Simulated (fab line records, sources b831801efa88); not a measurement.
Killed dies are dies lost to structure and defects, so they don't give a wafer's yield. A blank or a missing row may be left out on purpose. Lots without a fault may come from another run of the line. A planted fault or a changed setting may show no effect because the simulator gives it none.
Which tool did it? | flow gf180mcu | 11 lots, 33 wafers sampled, at 5 steps of a route of 602

WHAT THE GAUGES READ, wafer by wafer
GF_CONTACT_CD_MEAS_14: target cd 220 nm. Usual: cd_nm 220.1 nm, standard deviation 1.3.
lot  | measured     | on        | cd_nm (nm)        | flag
L565 | day 16 13:34 | cd_sem-01 | 220.4 219.7 219.6 |
L566 | day 16 18:04 | cd_sem-01 | 222.4 221.9 222.5 |
L567 | day 17 03:16 | cd_sem-01 | 218.0 220.3 217.7 |
L568 | day 18 01:33 | cd_sem-01 | 219.3 220.5 219.5 |
L575 | day 20 11:06 | cd_sem-02 | 221.2 220.0 221.1 |
L579 | day 22 03:14 | cd_sem-02 | 222.4 222.3 224.3 |
L581 | day 22 10:41 | cd_sem-01 | 219.9 219.7 219.9 |
L582 | day 22 18:00 | cd_sem-01 | 220.0 219.0 219.4 |
L583 | day 23 03:18 | cd_sem-02 | 222.5 222.9 223.0 |
L584 | day 23 09:29 | cd_sem-01 | 219.4 220.1 220.4 |
L587 | day 24 04:02 | cd_sem-01 | 220.2 220.5 219.3 |

GF_CONTACT_RS_MEAS_25: measures by four-point-probe. Usual: CONTACT_W_RS 0.384 ohm/sq, standard deviation 0.0036.
lot  | measured     | on            | CONTACT_W_RS (ohm/sq) | flag
L565 | day 16 14:23 | film_metro-03 | 0.383 0.375 0.374     |
L566 | day 16 18:53 | film_metro-04 | 0.382 0.383 0.381     |
L567 | day 17 04:04 | film_metro-03 | 0.387 0.383 0.385     |
L568 | day 18 02:28 | film_metro-02 | 0.387 0.385 0.389     |
L575 | day 20 11:56 | film_metro-03 | 1.485 0.384 0.384     | OFF
L579 | day 22 04:02 | film_metro-02 | 0.389 0.387 0.389     |
L581 | day 22 11:36 | film_metro-02 | 0.381 0.382 0.379     |
L582 | day 22 18:50 | film_metro-03 | 0.385 0.390 0.383     |
L583 | day 23 04:13 | film_metro-02 | 0.377 0.380 0.378     |
L584 | day 23 10:19 | film_metro-04 | 0.385 0.385 0.384     |
L587 | day 24 04:52 | film_metro-02 | 0.386 0.385 0.382     |

GF_CONTACT_THK_MEAS_26: measures by xrf. Usual: CONTACT_W_THK 300 nm, standard deviation 4.
lot  | measured     | on            | CONTACT_W_THK (nm) | flag
L565 | day 16 14:29 | film_metro-03 | 303 311 313        |
L566 | day 16 19:01 | film_metro-04 | 300 297 299        |
L567 | day 17 04:11 | film_metro-03 | 299 302 300        |
L568 | day 18 02:35 | film_metro-02 | 298 301 298        |
L575 | day 20 12:03 | film_metro-03 | 80 304 301         | OFF
L579 | day 22 04:09 | film_metro-02 | 296 299 297        |
L581 | day 22 11:41 | film_metro-02 | 302 302 304        |
L582 | day 22 18:58 | film_metro-03 | 302 300 304        |
L583 | day 23 04:19 | film_metro-02 | 304 302 303        |
L584 | day 23 10:25 | film_metro-04 | 300 300 300        |
L587 | day 24 04:59 | film_metro-02 | 300 300 303        |

WHICH TOOL RAN EACH LOT (tool, then ch and the chambers of the sampled wafers, then the start)
lot  | GF_CONTACT_STRIP_18                  | GF_CONTACT_CVD_24
L565 | plasma_asher-04 ch 0,1, day 16 13:53 | cvd_w-01 ch 0,1, day 16 14:17
L566 | plasma_asher-02 ch 0,1, day 16 18:22 | cvd_w-02 ch 0,1, day 16 18:47
L567 | plasma_asher-04 ch 1, day 17 03:34   | cvd_w-01 ch 1, day 17 03:58
L568 | plasma_asher-02 ch 0,1, day 18 01:51 | cvd_w-02 ch 1, day 18 02:17
L575 | plasma_asher-01 ch 0,1, day 20 11:25 | cvd_w-01 ch 0,1, day 20 11:50
L579 | plasma_asher-02 ch 0,1, day 22 03:32 | cvd_w-02 ch 0,1, day 22 03:55
L581 | plasma_asher-02 ch 0,1, day 22 10:59 | cvd_w-02 ch 0,1, day 22 11:29
L582 | plasma_asher-04 ch 0,1, day 22 18:19 | cvd_w-01 ch 0,1, day 22 18:44
L583 | plasma_asher-04 ch 0,1, day 23 03:37 | cvd_w-01 ch 0,1, day 23 04:07
L584 | plasma_asher-01 ch 0,1, day 23 09:48 | cvd_w-01 ch 0,1, day 23 10:13
L587 | plasma_asher-02 ch 0,1, day 24 04:20 | cvd_w-01 ch 0,1, day 24 04:46
- GF_CONTACT_STRIP_18: strips in O2/N2.
- GF_CONTACT_CVD_24: deposits W, target thk 300 nm, time 90.339 s.

WHAT THE TOOLS THEMSELVES READ (means of the sampled wafers that have a number; where no wafer has one, the mark that the record gives instead)
GF_CONTACT_STRIP_18. Usual: drypump_motor_current_A 5.6 A, standard deviation 0.39; heater_power_w 330 W, standard deviation 21; n2_flow_sccm 299.9 sccm, standard deviation 0.86; oes_product_au 0.580 a.u., standard deviation 0.005.
lot  | tool            | drypump_motor_current_A (A) | heater_power_w (W) | n2_flow_sccm (sccm) | oes_product_au (a.u.) | flag
L565 | plasma_asher-04 | 5.1                         | 332                | 299.8               | 0.581                 |
L566 | plasma_asher-02 | 5.8                         | 339                | 300.2               | 0.582                 |
L567 | plasma_asher-04 | 5.4                         | 348                | 299.8               | 0.585                 |
L568 | plasma_asher-02 | 5.7                         | 327                | 299.8               | 0.581                 |
L575 | plasma_asher-01 | 5.6                         | 327                | 300.3               | 0.580                 |
L579 | plasma_asher-02 | 5.9                         | 340                | 298.9               | 0.579                 |
L581 | plasma_asher-02 | 5.8                         | 333                | 300.3               | 0.584                 |
L582 | plasma_asher-04 | 5.2                         | 338                | 300.2               | 0.576                 |
L583 | plasma_asher-04 | 5.2                         | 339                | 299.6               | 0.579                 |
L584 | plasma_asher-01 | 5.8                         | 307                | 299.6               | 0.580                 |
L587 | plasma_asher-02 | 5.7                         | 329                | 299.9               | 0.581                 |

GF_CONTACT_CVD_24. Usual: heater_power_w 853 W, standard deviation 37.
lot  | tool     | heater_power_w (W) | flag
L565 | cvd_w-01 | 866                |
L566 | cvd_w-02 | 864                |
L567 | cvd_w-01 | 886                |
L568 | cvd_w-02 | 898                |
L575 | cvd_w-01 | 813                |
L579 | cvd_w-02 | 893                |
L581 | cvd_w-02 | 880                |
L582 | cvd_w-01 | 813                |
L583 | cvd_w-01 | 827                |
L584 | cvd_w-01 | 829                |
L587 | cvd_w-01 | 827                |

THE ANSWER, worked out from the rows above alone
Rule: a lot is off if the mean of its wafers that have a number lies more than 3 standard deviations from the usual mean. A lot without any number at a reading at which 4 lots or more have one is off too. The other lots that the step has rows for count as sound. The gauges are gone through in route order, then the tools' own readings, and for those a lot's mean is taken as printed above. The first step at which some lot is off is used, and at that step the reading that is off furthest; a lot without a number counts as furthest.
Off: L575, at GF_CONTACT_RS_MEAS_25 (CONTACT_W_RS).
A tool fits if, at a process step before that reading, it ran every lot that is off, and no sound lot after the first of them. The gauges at GF_CONTACT_RS_MEAS_25 are tried like those tools. None of those tried fits.

WHAT THE SIMULATOR HAD PUT IN
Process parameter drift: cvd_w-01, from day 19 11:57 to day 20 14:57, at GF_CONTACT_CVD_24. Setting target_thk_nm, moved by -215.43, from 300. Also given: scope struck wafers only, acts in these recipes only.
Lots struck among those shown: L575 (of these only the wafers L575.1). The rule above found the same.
